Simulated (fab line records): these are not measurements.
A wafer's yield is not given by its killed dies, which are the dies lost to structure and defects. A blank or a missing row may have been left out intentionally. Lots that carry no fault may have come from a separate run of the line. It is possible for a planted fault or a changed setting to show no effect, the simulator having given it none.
A lot that was struck, set against a sound lot	flow gf180mcu	14 steps out of a route of 602
Sound: these wafers, L524.2, L524.3, L524.4. The struck wafers were L530.2, L530.3, L530.4. The cause comes at the end.
For every step that has rows: the tool of each side, followed by ch and its chambers, followed by its first start. Under that, the readings that differ: sound wafers	struck wafers	difference of the means	sigmas: that difference in standard deviations of wafers without a fault.
alike: same words and numbers on both sides, and readings whose means sit less than 2 such deviations apart. not compared: any withheld reading, any reading some wafer has no value for, any bound like >300 that may hide the same value, and any number with overlapping values for which the record gives no deviation.
Wherever a step has rows on one side only, a row that says differs or no value, or a row with sigmas, the two part there. Non-overlapping numbers with no deviation appear without sigmas and do not part them. A reading that every wafer of one side lacks parts them only if that side has two wafers or more.

first, 3 steps without rows for these wafers: GF_MVSD_EXPOSE_04 (exposes mask MVSD, target cd 1000 nm); GF_MVSD_PEB_05; GF_MVSD_DEVELOP_06 (develop time 60 s).
GF_MVSD_OVL_MEAS_07:
  sound on overlay-02 at day 5 14:16; struck on overlay-02 at day 7 02:52
  alike: MVSD_OVL
then, 2 steps without rows for these wafers: GF_MVSD_IMPLANT_08; GF_MVSD_IMPLANT_09.
GF_MVSD_STRIP_10: strips in O2/N2.
  sound on plasma asher-02 ch 0,1, day 5 14:35; struck on plasma asher-02 ch 0,1, day 7 03:11
  alike: drypump motor current A, heater power w, oes product au, strip time to endpoint s
  not compared: rf hours counter h
GF_MVSD_TW_MEAS_11:
  sound on film metro-04 at day 5 14:45; struck on film metro-04 at day 7 03:18
  alike: MVSD_TW
then, 4 steps without rows for these wafers: GF_MVPSD_DEHYDRATE_00 (time 60 s); GF_MVPSD_HMDS_01 (prime time 60 s); GF_MVPSD_COAT_02 (resist thk 3000 nm); GF_MVPSD_SOFTBAKE_03.
GF_MVPSD_EXPOSE_04: exposes mask MVPSD, target cd 1000 nm.
  sound on iline stepper-02 ch 0, day 5 22:07; struck on iline stepper-01 ch 0, day 7 11:11
reading	sound	struck	difference	sigmas
mask	MVPSD#0 MVPSD#0 MVPSD#0	MVPSD_R1#0 MVPSD_R1#0 MVPSD_R1#0	differs	
next, for these wafers, 1 step has no rows: GF_MVPSD_PEB_05.

## WHERE THEY PART
Only at GF_MVPSD_EXPOSE_04, within this record.

WHY: the cause the simulator had injected
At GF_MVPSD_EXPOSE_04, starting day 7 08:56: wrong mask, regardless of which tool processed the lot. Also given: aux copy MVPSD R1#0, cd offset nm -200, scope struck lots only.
